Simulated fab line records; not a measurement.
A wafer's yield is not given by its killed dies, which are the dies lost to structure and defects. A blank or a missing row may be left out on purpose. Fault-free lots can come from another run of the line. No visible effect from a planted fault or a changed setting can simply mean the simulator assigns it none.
Code-filled problem report in 8D (eight disciplines) form | flow sky130 | the parts of the form that need people (team, actions taken, sign-off) are left out

## 1. WHAT IS WRONG
Across 6 wafers from 2 lots, LDD_HVN_TW at SKY_LDD_HVN_TW_MEAS_10 averages 1239, while fault-free wafers read 1439 with a standard deviation of 8.9. Relative to the usual mean, that is a shift of -22 standard deviations.
First seen on wafer L932.1, day 25 16:04, on film-metro-03. Wafers with a number at this step in the record: 42, from 14 lots. By rule, "out" or "out of limits" means more than 4 standard deviations away from the usual mean. The other wafers with a number count as sound.

## 2. WHAT THIS IS AND IS NOT
question                    | is                           | is not
which readings at this step | LDD_HVN_TW                   | -
which lots                  | L932, L933                   | L918, L920, L921, L922, L923, L925, L926, L927, L928, L929, L931, L935
which wafers of those lots  | all that have a number       | -
read on which gauges        | film-metro-01, film-metro-03 | film-metro-02
when                        | from day 25 16:04            | up to then (33 sound wafers); but 3 sound wafers of L935 came after

## 3. SUSPECTS, AND WHAT RULES EACH OUT
Counting: a tool at a process step up to the reading stays a suspect if it ran every lot that is out and no sound lot after the first of them.
- ruled out: the gauge at SKY_LDD_HVN_TW_MEAS_10. The wafers that are out were read on 2 gauges (film-metro-01, film-metro-03).
- implanter-03 at SKY_LDD_HVN_IMPLANT_08: kept. It ran every lot that is out, first L932 (day 25 15:49), and no sound lot after that; its last sound lot up to then is L931 (day 25 00:07). Its own dose-ions-cm2, faraday-current-uA readings are out on those wafers.
After counting, what remains is implanter-03 at SKY_LDD_HVN_IMPLANT_08.

## 4. THE CAUSE (what the simulator had put in)
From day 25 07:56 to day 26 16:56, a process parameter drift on implanter-03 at SKY_LDD_HVN_IMPLANT_08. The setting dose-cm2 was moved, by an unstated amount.
Counting left only this tool.

## 5. SEQUENCE OF EFFECTS, ordered by route
Rows list readings where the struck wafers' mean (over those with a number) sits beyond 3 standard deviations from the usual. Only readings whose record carries a usual standard deviation are examined. hours: median over the lots of the time between each lot's start at the first step of this table that gives one and its start at this step. sigmas: the change, counted in usual standard deviations.
hours | step                   | reading            | usual     | on struck wafers | change     | sigmas
0     | SKY_LDD_HVN_IMPLANT_08 | dose-ions-cm2      | 2.999e+13 | 1.862e+13        | -1.137e+13 | -99 or more
0     | SKY_LDD_HVN_IMPLANT_08 | faraday-current-uA | 169       | 105              | -64        | -18
0     | SKY_LDD_HVN_TW_MEAS_10 | LDD_HVN_TW         | 1439      | 1239             | -200       | -22
Here are the process steps it includes:
- SKY_LDD_HVN_IMPLANT_08

## 6. HOW IT WOULD HAVE BEEN CAUGHT EARLIER
The first out-of-limits reading at a measuring or inspecting step in this record came at day 25 16:04, 8 hours after the fault's start at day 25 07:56.
The tool's own readings at SKY_LDD_HVN_IMPLANT_08 were out on every struck wafer that the step has a row for (dose-ions-cm2, faraday-current-uA): an alarm limit on them would have fired on the first of those.
Of the lots that are out (2), L933 began SKY_LDD_HVN_IMPLANT_08 on implanter-03 after day 25 16:04. A tool hold placed at that time would have kept it from harm.
